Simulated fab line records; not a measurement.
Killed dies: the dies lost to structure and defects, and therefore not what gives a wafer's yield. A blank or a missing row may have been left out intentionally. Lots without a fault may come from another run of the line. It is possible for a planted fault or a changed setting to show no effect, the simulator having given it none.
Matching of chambers ; flow sky130 ; 4 sister chambers for SKY_VIA4_CMP_02 on cmp-02
The step polishes SiO2. 18 wafers are shown with their chamber, then 9 later ones without.

== WAFERS PAIRED WITH THEIR CHAMBERS ==
wafer;chamber;motor_current_A (A)
L197.2;2;10.9
L197.3;0;14.2
L197.6;1;12.5
L198.1;0;13.5
L198.3;3;11.4
L198.6;1;13.5
L199.4;0;13.1
L199.5;1;13.4
L199.6;0;13.8
L202.1;2;11.0
L202.5;2;11.1
L202.6;3;10.9
L212.3;2;10.3
L212.4;1;13.2
L212.5;2;10.5
L213.1;1;13.7
L213.3;0;13.6
L213.5;2;11.1

SIGNATURES, as means of the wafers listed above
reading;chamber 0;chamber 1;chamber 2;chamber 3;scatter within a chamber
motor_current_A;13.640;13.260;10.817;11.150;0.396
Rule: for a wafer and a chamber, the distance is found by dividing, reading by reading, the gap between the wafer's reading and the chamber's mean by the reading's scatter, squaring, summing and taking the root. If the next closest chamber is less than 2 further off than the closest, the wafer can't be placed; otherwise it belongs to the closest. The scatter: the root of (the sum of the squares of (reading less its chamber's mean) over the shown wafers, divided by (wafers less chambers)).

== WAFERS WITH NO CHAMBER GIVEN ==
wafer;motor_current_A (A)
L217.3;10.9
L217.4;13.2
L217.6;14.4
L218.2;10.6
L218.3;13.6
L218.5;11.2
L219.2;10.8
L219.3;10.9
L219.5;12.7

== CHAMBER TAKEN BY EACH ==
wafer;from the rows above;in truth
L217.3;can't be placed: 2 or 3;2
L217.4;can't be placed: 1 or 0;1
L217.6;can't be placed: 0 or 1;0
L218.2;can't be placed: 2 or 3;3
L218.3;can't be placed: 0 or 1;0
L218.5;can't be placed: 3 or 2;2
L219.2;can't be placed: 2 or 3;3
L219.3;can't be placed: 2 or 3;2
L219.5;can't be placed: 1 or 0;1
Correctly placed: 0 of 9. Unplaceable from these rows: 9, with the true chamber sitting among the candidates in 9. Number placed wrongly: 0.
